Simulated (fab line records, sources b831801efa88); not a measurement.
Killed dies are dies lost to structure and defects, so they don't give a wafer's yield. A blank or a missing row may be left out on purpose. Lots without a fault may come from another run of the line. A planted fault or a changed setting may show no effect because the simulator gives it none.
Split-lot experiment | flow gf180mcu | 5 lots, 23 wafers read, on a route of 602 steps

THE SPLIT
At GF_VT_IMPLANT_STRIP_31 (strips in O2/N2), the setting pressure_mtorr was moved away from the recipe's 1500 mTorr on 15 of the 23 wafers read, by -13.3% to -7.3%. The other wafers ran this setting at the recipe's value.

The reading is taken at the split's own step.

THE READING
oes_product_au, in a.u., at GF_VT_IMPLANT_STRIP_31 (strips in O2/N2). Fault-free wafers of this fab line usually give 0.716 a.u., standard deviation 0.0042 a.u..

wafer  | tool, chamber at the split | pressure_mtorr as run, mTorr | against the recipe | oes_product_au, a.u. | against lot-mates on the recipe
L074.1 | plasma_asher-04, 0         | 1301                         | -13.3%             | 0.695                | no lot-mate on the recipe
L074.2 | plasma_asher-04, 1         | 1301                         | -13.3%             | 0.695                | no lot-mate on the recipe
L074.3 | plasma_asher-04, 0         | 1301                         | -13.3%             | 0.691                | no lot-mate on the recipe
L074.4 | plasma_asher-04, 1         | 1301                         | -13.3%             | 0.692                | no lot-mate on the recipe
L074.6 | plasma_asher-04, 0         | 1301                         | -13.3%             | 0.691                | no lot-mate on the recipe
L076.1 | plasma_asher-04, 1         | 1372                         | -8.5%              | 0.702                | no lot-mate on the recipe
L076.2 | plasma_asher-04, 0         | 1372                         | -8.5%              | 0.703                | no lot-mate on the recipe
L076.4 | plasma_asher-04, 0         | 1372                         | -8.5%              | 0.704                | no lot-mate on the recipe
L076.5 | plasma_asher-04, 1         | 1372                         | -8.5%              | 0.701                | no lot-mate on the recipe
L076.6 | plasma_asher-04, 0         | 1372                         | -8.5%              | 0.701                | no lot-mate on the recipe
L077.1 | plasma_asher-02, 1         | 1500                         | recipe             | 0.706                | -
L077.5 | plasma_asher-02, 1         | 1500                         | recipe             | 0.714                | -
L077.6 | plasma_asher-02, 0         | 1500                         | recipe             | 0.712                | -
L078.1 | plasma_asher-03, 1         | 1500                         | recipe             | 0.720                | -
L078.2 | plasma_asher-03, 0         | 1500                         | recipe             | 0.711                | -
L078.4 | plasma_asher-03, 1         | 1500                         | recipe             | 0.707                | -
L078.5 | plasma_asher-03, 0         | 1500                         | recipe             | 0.716                | -
L078.6 | plasma_asher-03, 1         | 1500                         | recipe             | 0.717                | -
L080.2 | plasma_asher-04, 1         | 1391                         | -7.3%              | 0.703                | no lot-mate on the recipe
L080.3 | plasma_asher-04, 0         | 1391                         | -7.3%              | 0.707                | no lot-mate on the recipe
L080.4 | plasma_asher-04, 1         | 1391                         | -7.3%              | 0.706                | no lot-mate on the recipe
L080.5 | plasma_asher-04, 0         | 1391                         | -7.3%              | 0.708                | no lot-mate on the recipe
L080.6 | plasma_asher-04, 1         | 1391                         | -7.3%              | 0.705                | no lot-mate on the recipe

THE FIT
A straight line over all 23 wafers: oes_product_au changes by +0.00144 a.u. for each +1% of pressure_mtorr; r = +0.91; the points scatter about the line by 0.0035 a.u..
Too few moved wafers have a lot-mate on the recipe to fit a line with each lot's own level taken away.
Tool readings at the split's step, against how far the setting was moved: oes_product_au r = +0.91; strip_time_to_endpoint_s r = -0.99.

THE WHOLE CHAIN: every reading that the file lists as answering this split, in the file's order
step                   | what it does    | reading                  | change (the file's fit)                   | r (the file's)
GF_VT_IMPLANT_STRIP_31 | strips in O2/N2 | oes_product_au           | +0.00144 a.u. for each +1% of the setting | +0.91
GF_VT_IMPLANT_STRIP_31 | strips in O2/N2 | strip_time_to_endpoint_s | withheld for each +1% of the setting      | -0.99

THE FILE'S OWN FIT
oes_product_au changes by +0.00144 a.u. for each +1% of pressure_mtorr, r = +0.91.
